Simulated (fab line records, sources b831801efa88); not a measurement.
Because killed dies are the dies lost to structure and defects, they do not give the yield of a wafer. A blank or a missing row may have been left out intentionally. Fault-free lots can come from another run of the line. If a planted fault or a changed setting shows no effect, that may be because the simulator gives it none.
Chamber matching	flow sky130	SKY_CONTACT_CMP_27 on cmp-01 has 4 sister chambers
The step polishes, stops on SiO2, t overpolish 15 s, target thk 0 nm. 14 wafers are shown with their chamber, then 7 later ones without.

## WAFERS, EACH WITH ITS CHAMBER
wafer	chamber	motorCurrentA (A)	timeToEndpointS (s)	overpolishRunS (s)
L496.2	3	14.6	80	15.018
L496.5	2	11.3	81	15.004
L496.6	3	13.7	79	14.997
L500.4	3	13.4	80	14.998
L500.5	3	14.4	80	15.007
L500.6	0	11.1	83	14.992
L505.2	2	11.6	88	15.005
L505.3	0	10.9	82	15.017
L505.6	2	11.3	85	14.989
L508.1	1	10.6	89	15.007
L508.3	2	11.1	85	15.009
L508.5	2	12.1	87	14.995
L510.1	3	14.2	82	14.989
L510.2	1	10.3	86	15.009

SIGNATURES, as means of the wafers listed above
reading	chamber 0	chamber 1	chamber 2	chamber 3	scatter within a chamber
motorCurrentA	11.000	10.450	11.480	14.060	0.408
timeToEndpointS	82.50	87.50	85.20	80.20	1.96
overpolishRunS	15.00450	15.00800	15.00040	15.00180	0.0104
Rule: a wafer lies at a distance from a chamber equal to the root of the sum of squares, over the readings, of (its reading less the chamber's mean, divided by the reading's scatter). If the next closest chamber is less than 2 further off than the closest, the wafer can't be placed; otherwise it belongs to the closest. The scatter is the square root of a quotient: the sum, over the shown wafers, of each reading's squared deviation from its chamber's mean, divided by wafers minus chambers.

## WAFERS WHOSE CHAMBER IS MISSING
wafer	motorCurrentA (A)	timeToEndpointS (s)	overpolishRunS (s)
L510.6	12.2	85	14.997
L511.2	13.4	81	15.006
L511.3	10.2	82	14.996
L511.4	10.8	84	15.007
L513.3	11.9	80	15.000
L513.4	11.1	81	14.990
L513.5	12.3	81	15.002

## CHAMBER TAKEN BY EACH
wafer	from the rows above	in truth
L510.6	can't be placed: 2 or 0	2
L511.2	3	3
L511.3	can't be placed: 0 or 1 or 2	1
L511.4	can't be placed: 0 or 2 or 1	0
L513.3	can't be placed: 0 or 2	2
L513.4	can't be placed: 0 or 2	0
L513.5	can't be placed: 2 or 0 or 3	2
Correct placement for 1 of the 7. These rows do not allow placing 6 (true chamber among the candidates in 6). Placed wrongly: 0.
